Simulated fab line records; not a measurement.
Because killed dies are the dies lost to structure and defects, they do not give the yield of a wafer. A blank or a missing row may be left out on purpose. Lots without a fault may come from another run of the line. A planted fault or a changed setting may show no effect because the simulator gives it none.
Which tool is to blame? + flow sky130 + 39 wafers from 13 lots sampled at 6 of the route's 708 steps

WHAT THE GAUGES SHOWED, per wafer
SKY_POLY_GATE_OVL_MEAS_14. Usual: POLY_GATE_OVL -2 nm, standard deviation 5.3.
| lot  | measured     | on         | POLY_GATE_OVL (nm) | flag |
|------|--------------|------------|--------------------|------|
| L298 | day 16 14:34 | overlay-02 | 2 -3 1             |      |
| L299 | day 17 01:38 | overlay-01 | 2 14 8             |      |
| L300 | day 17 23:11 | overlay-01 | 4 -8 4             |      |
| L301 | day 17 23:14 | overlay-02 | -7 -3 -6           |      |
| L308 | day 20 15:05 | overlay-02 | -10 -5 -7          |      |
| L310 | day 21 06:29 | overlay-01 | -1 1 7             |      |
| L313 | day 22 05:35 | overlay-02 | 0 10 -3            |      |
| L315 | day 23 02:41 | overlay-01 | 2 2 0              |      |
| L317 | day 23 13:07 | overlay-02 | -7 4 8             |      |
| L318 | day 23 20:22 | overlay-01 | -11 -1 8           |      |
| L316 | day 23 22:44 | overlay-01 | 2 3 4              |      |
| L319 | day 24 05:32 | overlay-01 | -9 1 2             |      |
| L320 | day 24 14:29 | overlay-02 | -8 -7 -4           |      |

SKY_LDD_HVN_OVL_MEAS_07. Usual: LDD_HVN_OVL 1.2 nm, standard deviation 1.3.
| lot  | measured     | on         | LDD_HVN_OVL (nm) | flag |
|------|--------------|------------|------------------|------|
| L298 | day 20 13:02 | overlay-02 | 2.3 2.9 1.5      |      |
| L299 | day 21 03:37 | overlay-01 | 1.2 2.6 0.9      |      |
| L300 | day 22 00:02 | overlay-01 | -0.8 -1.4 -0.7   |      |
| L301 | day 22 00:07 | overlay-02 | 1.2 -1.0 1.3     |      |
| L308 | day 24 13:43 | overlay-02 | 0.3 1.5 2.5      |      |
| L310 | day 25 04:13 | overlay-01 | - - -            | OFF  |
| L313 | day 26 01:50 | overlay-02 | 0.4 0.7 3.1      |      |
| L315 | day 26 22:40 | overlay-02 | 0.8 1.6 3.6      |      |
| L317 | day 27 08:58 | overlay-02 | 0.5 -1.9 -1.9    |      |
| L318 | day 27 15:16 | overlay-01 | 1.8 -0.4 1.1     |      |
| L316 | day 27 15:34 | overlay-01 | 1.6 2.3 1.1      |      |
| L319 | day 27 23:59 | overlay-01 | 2.0 0.0 1.4      |      |
| L320 | day 28 08:40 | overlay-01 | 2.2 2.4 1.8      |      |

SKY_LDD_HVN_TW_MEAS_10. Usual: LDD_HVN_TW 1436, standard deviation 9.4.
| lot  | measured     | on           | LDD_HVN_TW     | flag |
|------|--------------|--------------|----------------|------|
| L298 | day 20 13:19 | filmMetro-04 | 1448 1454 1442 |      |
| L299 | day 21 03:54 | filmMetro-01 | 1425 1423 1414 |      |
| L300 | day 22 00:19 | filmMetro-03 | 1436 1429 1436 |      |
| L301 | day 22 00:28 | filmMetro-03 | 1435 1444 1432 |      |
| L308 | day 24 14:00 | filmMetro-01 | 1424 1416 1420 |      |
| L310 | day 25 04:30 | filmMetro-04 | 30 30 30       | OFF  |
| L313 | day 26 02:08 | filmMetro-01 | 1432 1434 1432 |      |
| L315 | day 26 23:05 | filmMetro-04 | 1434 1440 1450 |      |
| L317 | day 27 09:16 | filmMetro-01 | 1433 1425 1430 |      |
| L318 | day 27 15:33 | filmMetro-01 | 1437 1428 1421 |      |
| L316 | day 27 15:51 | filmMetro-03 | 1438 1431 1443 |      |
| L319 | day 28 00:16 | filmMetro-01 | 1441 1435 1441 |      |
| L320 | day 28 08:57 | filmMetro-01 | 1440 1448 1430 |      |

SKY_LDD_LDN_OVL_MEAS_07. Usual: LDD_LDN_OVL 0.3 nm, standard deviation 1.5.
| lot  | measured     | on         | LDD_LDN_OVL (nm) | flag |
|------|--------------|------------|------------------|------|
| L298 | day 23 02:04 | overlay-02 | -1.3 -0.5 -1.5   |      |
| L299 | day 23 16:53 | overlay-02 | -1.8 0.3 0.3     |      |
| L300 | day 24 12:37 | overlay-02 | 1.6 0.8 1.7      |      |
| L301 | day 24 13:10 | overlay-01 | -0.9 1.0 -0.2    |      |
| L308 | day 27 00:43 | overlay-01 | 3.1 2.6 1.3      |      |
| L310 | day 27 14:46 | overlay-02 | 0.4 0.7 -1.7     |      |
| L313 | day 28 10:22 | overlay-01 | -2.5 -0.5 -1.5   |      |
| L315 | day 29 07:40 | overlay-01 | -0.6 -0.3 -1.7   |      |
| L317 | day 29 16:01 | overlay-01 | 0.2 0.3 0.9      |      |
| L318 | day 29 23:43 | overlay-02 | -0.3 -1.0 -0.7   |      |
| L316 | day 30 00:07 | overlay-02 | -0.3 0.0 -3.1    |      |
| L319 | day 30 07:31 | overlay-02 | 0.6 -0.2 1.5     |      |
| L320 | day 30 16:52 | overlay-02 | 0.1 1.8 -0.5     |      |

WHAT TOOL EACH LOT RAN ON (gives the tool, then ch and the chambers of the sampled wafers, and finally the start)
| lot  | SKY_POLY_GATE_ETCH_16             | SKY_LDD_HVN_EXPOSE_04              |
|------|-----------------------------------|------------------------------------|
| L298 | rieDiel-04 ch 0,1,3, day 16 14:41 | ilineStepper-01 ch 0, day 19 21:04 |
| L299 | rieDiel-04 ch 1,2,3, day 17 01:44 | ilineStepper-01 ch 0, day 20 12:40 |
| L300 | rieDiel-02 ch 1,2,3, day 17 23:19 | ilineStepper-01 ch 0, day 21 09:19 |
| L301 | rieDiel-04 ch 0,1, day 17 23:21   | ilineStepper-02 ch 0, day 21 09:33 |
| L308 | rieDiel-01 ch 0,1,2, day 20 15:13 | ilineStepper-01 ch 0, day 23 23:14 |
| L310 | rieDiel-01 ch 0,1,3, day 21 06:37 | ilineStepper-01 ch 0, day 24 13:46 |
| L313 | rieDiel-04 ch 0,2,3, day 22 05:43 | ilineStepper-01 ch 0, day 25 11:24 |
| L315 | rieDiel-04 ch 1,2,3, day 23 02:49 | ilineStepper-01 ch 0, day 26 08:22 |
| L317 | rieDiel-02 ch 2,3, day 23 13:14   | ilineStepper-02 ch 0, day 26 18:58 |
| L318 | rieDiel-04 ch 0,2,3, day 23 20:29 | ilineStepper-02 ch 0, day 27 01:07 |
| L316 | rieDiel-02 ch 0,1,3, day 23 22:52 | ilineStepper-02 ch 0, day 27 02:01 |
| L319 | rieDiel-01 ch 0,1,2, day 24 05:40 | ilineStepper-02 ch 0, day 27 09:34 |
| L320 | rieDiel-01 ch 0,1,3, day 24 14:36 | ilineStepper-01 ch 0, day 27 18:29 |
- SKY_POLY_GATE_ETCH_16: etches Si3N4 in CH3F/O2, stops on poly-Si, time 147.5 s, target depth 75 nm.
- SKY_LDD_HVN_EXPOSE_04: exposes mask HVNTM, target cd 700 nm.

WHAT THE TOOLS THEMSELVES READ (means of the sampled wafers that have a number; where no wafer has one, the mark that the record gives instead)
SKY_POLY_GATE_ETCH_16. Usual: O2_flow_sccm 30.00 sccm, standard deviation 0.091; drypumpMotorCurrentA 5.6 A, standard deviation 0.66; oesProductAu 0.640 a.u., standard deviation 0.0049; throttleValvePct 10.536 %, standard deviation 0.0082.
| lot  | tool       | O2_flow_sccm (sccm) | drypumpMotorCurrentA (A) | oesProductAu (a.u.) | throttleValvePct (%) | flag |
|------|------------|---------------------|--------------------------|---------------------|----------------------|------|
| L298 | rieDiel-04 | 29.98               | 5.5                      | 0.635               | 10.536               |      |
| L299 | rieDiel-04 | 30.02               | 5.8                      | 0.643               | 10.543               |      |
| L300 | rieDiel-02 | 29.97               | 5.4                      | 0.641               | 10.531               |      |
| L301 | rieDiel-04 | 29.97               | 5.2                      | 0.638               | 10.539               |      |
| L308 | rieDiel-01 | 30.06               | 6.0                      | 0.642               | 10.539               |      |
| L310 | rieDiel-01 | 30.01               | 5.4                      | 0.644               | 10.537               |      |
| L313 | rieDiel-04 | 30.01               | 5.9                      | 0.636               | 10.535               |      |
| L315 | rieDiel-04 | 29.97               | 5.8                      | 0.644               | 10.535               |      |
| L317 | rieDiel-02 | 29.98               | 6.0                      | 0.638               | 10.537               |      |
| L318 | rieDiel-04 | 30.04               | 6.0                      | 0.639               | 10.527               |      |
| L316 | rieDiel-02 | 29.98               | 4.9                      | 0.643               | 10.547               |      |
| L319 | rieDiel-01 | 30.02               | 5.9                      | 0.647               | 10.542               |      |
| L320 | rieDiel-01 | 30.02               | 5.4                      | 0.640               | 10.532               |      |

SKY_LDD_HVN_EXPOSE_04. Usual: exposureDoseMJCm2 at 127.03, with a standard deviation of 0.11.
| lot  | tool            | exposureDoseMJCm2 | flag |
|------|-----------------|-------------------|------|
| L298 | ilineStepper-01 | 127.08            |      |
| L299 | ilineStepper-01 | 127.02            |      |
| L300 | ilineStepper-01 | 126.98            |      |
| L301 | ilineStepper-02 | 127.06            |      |
| L308 | ilineStepper-01 | 127.08            |      |
| L310 | ilineStepper-01 | 127.02            |      |
| L313 | ilineStepper-01 | 127.02            |      |
| L315 | ilineStepper-01 | 127.13            |      |
| L317 | ilineStepper-02 | 127.10            |      |
| L318 | ilineStepper-02 | 126.93            |      |
| L316 | ilineStepper-02 | 127.11            |      |
| L319 | ilineStepper-02 | 126.93            |      |
| L320 | ilineStepper-01 | 127.06            |      |

THE ANSWER, worked out from the rows above alone
Rule: lot off if the mean of its wafers having a number is beyond 3 standard deviations from the usual mean. Also off: a lot with no number at a reading for which 4 or more lots have one. The other lots that the step has rows for count as sound. First the gauges in route order, then the tools' own readings, where a lot's mean is used as printed above. The first step at which some lot is off is used, and at that step the reading that is off furthest; a lot without a number counts as furthest.
Off: L310, at SKY_LDD_HVN_OVL_MEAS_07 (LDD_HVN_OVL). Without a number there: L310.
If a tool, at a process step before that reading, ran all the lots that are off and no sound lot after the first of them, it fits. The gauges at SKY_LDD_HVN_OVL_MEAS_07 aren't tried: what is off there is off at SKY_LDD_HVN_TW_MEAS_10 too, on other tools, and a gauge's error can't cause that. None of those tried fits.

WHAT HAD BEEN PUT IN BY THE SIMULATOR
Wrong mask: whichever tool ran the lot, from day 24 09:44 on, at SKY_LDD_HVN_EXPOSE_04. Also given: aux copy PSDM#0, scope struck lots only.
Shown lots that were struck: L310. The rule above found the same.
